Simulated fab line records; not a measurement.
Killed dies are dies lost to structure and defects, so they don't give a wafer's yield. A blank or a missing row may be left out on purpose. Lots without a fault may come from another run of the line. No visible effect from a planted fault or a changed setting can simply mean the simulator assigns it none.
Which tool is to blame? / flow gf180mcu / 15 lots with 45 wafers sampled at 3 steps, on a route of 602 steps

## WHAT THE GAUGES READ, wafer by wafer
GF_V5_THK_MEAS_03. Usual: V5_CVD_02_THK gives 1454 nm (standard deviation 19).
lot=L747; measured=day 26 03:31; on=film metro-04; V5_CVD_02_THK (nm)=1452 1436 1460; flag=
lot=L748; measured=day 26 09:43; on=film metro-02; V5_CVD_02_THK (nm)=1435 1436 1442; flag=
lot=L750; measured=day 27 05:21; on=film metro-02; V5_CVD_02_THK (nm)=1440 1482 1472; flag=
lot=L751; measured=day 27 13:14; on=film metro-01; V5_CVD_02_THK (nm)=1462 1483 1487; flag=
lot=L752; measured=day 27 19:41; on=film metro-02; V5_CVD_02_THK (nm)=1451 1464 1472; flag=
lot=L753; measured=day 28 05:43; on=film metro-04; V5_CVD_02_THK (nm)=1462 1480 1474; flag=
lot=L764; measured=day 31 20:31; on=film metro-02; V5_CVD_02_THK (nm)=1441 1453 1456; flag=
lot=L766; measured=day 31 23:19; on=film metro-01; V5_CVD_02_THK (nm)=1449 1439 1467; flag=
lot=L767; measured=day 32 01:17; on=film metro-01; V5_CVD_02_THK (nm)=1424 1458 1442; flag=
lot=L768; measured=day 32 10:22; on=film metro-04; V5_CVD_02_THK (nm)=1453 1482 1452; flag=
lot=L769; measured=day 32 13:29; on=film metro-04; V5_CVD_02_THK (nm)=1448 1432 1431; flag=
lot=L770; measured=day 32 19:52; on=film metro-01; V5_CVD_02_THK (nm)=1437 1468 1463; flag=

## WHAT TOOL EACH LOT RAN ON (gives the tool, then ch and the chambers of the sampled wafers, and finally the start)
lot=L747; GF_MIM_DEVELOP_18=litho track-02 ch 0, day 25 04:39; GF_V5_CVD_02=pecvd-02 ch 0,2, day 26 03:24
lot=L748; GF_MIM_DEVELOP_18=litho track-04 ch 0, day 25 11:49; GF_V5_CVD_02=pecvd-02 ch 0,1, day 26 09:36
lot=L750; GF_MIM_DEVELOP_18=litho track-02 ch 0, day 26 07:51; GF_V5_CVD_02=pecvd-04 ch 0,1,2, day 27 05:14
lot=L751; GF_MIM_DEVELOP_18=litho track-03 ch 0, day 26 15:01; GF_V5_CVD_02=pecvd-02 ch 0,2, day 27 13:07
lot=L752; GF_MIM_DEVELOP_18=litho track-04 ch 0, day 26 21:24; GF_V5_CVD_02=pecvd-04 ch 0,1, day 27 19:34
lot=L753; GF_MIM_DEVELOP_18=litho track-03 ch 0, day 27 08:55; GF_V5_CVD_02=pecvd-04 ch 0,1,2, day 28 05:37
lot=L757; GF_MIM_DEVELOP_18=litho track-02, day 28 18:42; GF_V5_CVD_02=-
lot=L758; GF_MIM_DEVELOP_18=litho track-02, day 28 22:27; GF_V5_CVD_02=-
lot=L759; GF_MIM_DEVELOP_18=litho track-03, day 29 08:43; GF_V5_CVD_02=-
lot=L764; GF_MIM_DEVELOP_18=litho track-02 ch 0, day 31 02:00; GF_V5_CVD_02=pecvd-02 ch 0,2, day 31 20:25
lot=L766; GF_MIM_DEVELOP_18=litho track-04 ch 0, day 31 03:43; GF_V5_CVD_02=pecvd-02 ch 0,2, day 31 23:12
lot=L767; GF_MIM_DEVELOP_18=litho track-04 ch 0, day 31 05:57; GF_V5_CVD_02=pecvd-02 ch 0,1,2, day 32 01:10
lot=L768; GF_MIM_DEVELOP_18=litho track-03 ch 0, day 31 16:10; GF_V5_CVD_02=pecvd-02 ch 0,1, day 32 10:16
lot=L769; GF_MIM_DEVELOP_18=litho track-04 ch 0, day 31 18:52; GF_V5_CVD_02=pecvd-03 ch 1,2, day 32 13:22
lot=L770; GF_MIM_DEVELOP_18=litho track-03 ch 0, day 32 01:58; GF_V5_CVD_02=pecvd-04 ch 1,2, day 32 19:45
- GF_MIM_DEVELOP_18: develop time 60 s.
- GF_V5_CVD_02: deposits SiO2 from TEOS, target thk 1450 nm, time 163.28 s.

## WHAT THE TOOLS THEMSELVES READ (means of the sampled wafers that have a number; where no wafer has one, the mark that the record gives instead)
GF_MIM_DEVELOP_18. Usual: chill plate temp C reads 22.97 C (standard deviation 0.098).
lot=L747; tool=litho track-02; chill plate temp C (C)=22.92; flag=
lot=L748; tool=litho track-04; chill plate temp C (C)=22.95; flag=
lot=L750; tool=litho track-02; chill plate temp C (C)=22.85; flag=
lot=L751; tool=litho track-03; chill plate temp C (C)=22.97; flag=
lot=L752; tool=litho track-04; chill plate temp C (C)=22.89; flag=
lot=L753; tool=litho track-03; chill plate temp C (C)=22.96; flag=
lot=L757; tool=litho track-02; chill plate temp C (C)=-; flag=OFF
lot=L758; tool=litho track-02; chill plate temp C (C)=-; flag=OFF
lot=L759; tool=litho track-03; chill plate temp C (C)=-; flag=OFF
lot=L764; tool=litho track-02; chill plate temp C (C)=23.05; flag=
lot=L766; tool=litho track-04; chill plate temp C (C)=22.98; flag=
lot=L767; tool=litho track-04; chill plate temp C (C)=22.91; flag=
lot=L768; tool=litho track-03; chill plate temp C (C)=22.95; flag=
lot=L769; tool=litho track-04; chill plate temp C (C)=23.05; flag=
lot=L770; tool=litho track-03; chill plate temp C (C)=23.03; flag=

GF_V5_CVD_02. Usual: heater power w reads 648 W (standard deviation 110).
lot=L747; tool=pecvd-02; heater power w (W)=699; flag=
lot=L748; tool=pecvd-02; heater power w (W)=752; flag=
lot=L750; tool=pecvd-04; heater power w (W)=627; flag=
lot=L751; tool=pecvd-02; heater power w (W)=643; flag=
lot=L752; tool=pecvd-04; heater power w (W)=579; flag=
lot=L753; tool=pecvd-04; heater power w (W)=586; flag=
lot=L764; tool=pecvd-02; heater power w (W)=692; flag=
lot=L766; tool=pecvd-02; heater power w (W)=665; flag=
lot=L767; tool=pecvd-02; heater power w (W)=676; flag=
lot=L768; tool=pecvd-02; heater power w (W)=735; flag=
lot=L769; tool=pecvd-03; heater power w (W)=750; flag=
lot=L770; tool=pecvd-04; heater power w (W)=607; flag=

## THE ANSWER, worked out from the rows above alone
Rule: lot off if the mean of its wafers having a number is beyond 3 standard deviations from the usual mean. Also off: a lot with no number at a reading for which 4 or more lots have one. Where the step has rows for the other lots, those lots are counted as sound. First the gauges in route order, then the tools' own readings, where a lot's mean is used as printed above. At the first step where some lot is off, the reading lying furthest off is the one used; lots without a number count as furthest.
Off, at GF_MIM_DEVELOP_18 on chill plate temp C: L757, L758, L759. Without a number there: L757, L758, L759.
A tool fits if, at that step or a process step before it, it ran every lot that is off, and no sound lot after the first of them. Not one of the candidates tried fits.

## WHAT THE SIMULATOR HAD PUT IN
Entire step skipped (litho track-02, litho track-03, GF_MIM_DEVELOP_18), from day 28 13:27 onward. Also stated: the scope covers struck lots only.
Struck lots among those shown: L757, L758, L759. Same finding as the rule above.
